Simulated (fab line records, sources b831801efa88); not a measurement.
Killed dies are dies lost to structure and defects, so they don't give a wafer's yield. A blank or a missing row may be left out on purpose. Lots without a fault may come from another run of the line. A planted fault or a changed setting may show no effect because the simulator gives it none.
Which tool did it? | flow sky130 | 24 lots, 72 wafers sampled, at 1 step of a route of 708

WHAT THE GAUGES READ, wafer by wafer
SKY_FIELD_ISO_BOW_MEAS_00. Usual: INCOMING_BOW 0 um, standard deviation 6.8.
lot  | measured    | on            | INCOMING_BOW (um) | flag
L074 | day 1 10:00 | film_metro-04 | 4 -5 -2           |
L075 | day 1 15:00 | film_metro-03 | -3 5 5            |
L076 | day 1 20:00 | film_metro-03 | -5 5 -2           |
L077 | day 2 01:01 | film_metro-02 | 4 -12 -12         |
L078 | day 2 06:01 | film_metro-02 | -6 3 10           |
L079 | day 2 11:00 | film_metro-04 | -10 0 -9          |
L080 | day 2 16:02 | film_metro-02 | 8 5 1             |
L081 | day 2 21:01 | film_metro-02 | -6 3 13           |
L082 | day 3 02:01 | film_metro-03 | 5 -4 -9           |
L083 | day 3 07:02 | film_metro-04 | 8 5 -3            |
L084 | day 3 12:00 | film_metro-03 | 10 11 -15         |
L085 | day 3 17:00 | film_metro-02 | 4 -12 1           |
L086 | day 3 22:00 | film_metro-04 | 1 6 -5            |
L087 | day 4 03:00 | film_metro-02 | -4 7 5            |
L088 | day 4 08:04 | film_metro-04 | 4 -10 -8          |
L089 | day 4 13:00 | film_metro-03 | -6 10 7           |
L090 | day 4 18:02 | film_metro-03 | 2 -3 12           |
L091 | day 4 23:02 | film_metro-04 | -1 -7 7           |
L092 | day 5 04:00 | film_metro-02 | -10 -5 1          |
L093 | day 5 09:00 | film_metro-02 | 11 -1 10          |
L094 | day 5 14:01 | film_metro-02 | -14 8 10          |
L095 | day 5 19:01 | film_metro-04 | -1 8 -6           |
L096 | day 6 00:00 | film_metro-03 | 13 5 6            |
L097 | day 6 05:01 | film_metro-03 | -7 1 4            |

WHICH TOOL RAN EACH LOT (tool, then ch and the chambers of the sampled wafers, then the start)
The record holds no process step before these readings.

WHAT THE TOOLS THEMSELVES READ (means of the sampled wafers that have a number; where no wafer has one, the mark that the record gives instead)
The record holds no such reading with a usual standard deviation.

THE ANSWER, worked out from the rows above alone
Rule: a lot is off if the mean of its wafers that have a number lies more than 3 standard deviations from the usual mean. A lot without any number at a reading at which 4 lots or more have one is off too. The other lots that the step has rows for count as sound. The gauges are gone through in route order, then the tools' own readings, and for those a lot's mean is taken as printed above. The first step at which some lot is off is used, and at that step the reading that is off furthest; a lot without a number counts as furthest.
No lot is off at any reading shown: from this, nothing can be told.

WHAT THE SIMULATOR HAD PUT IN
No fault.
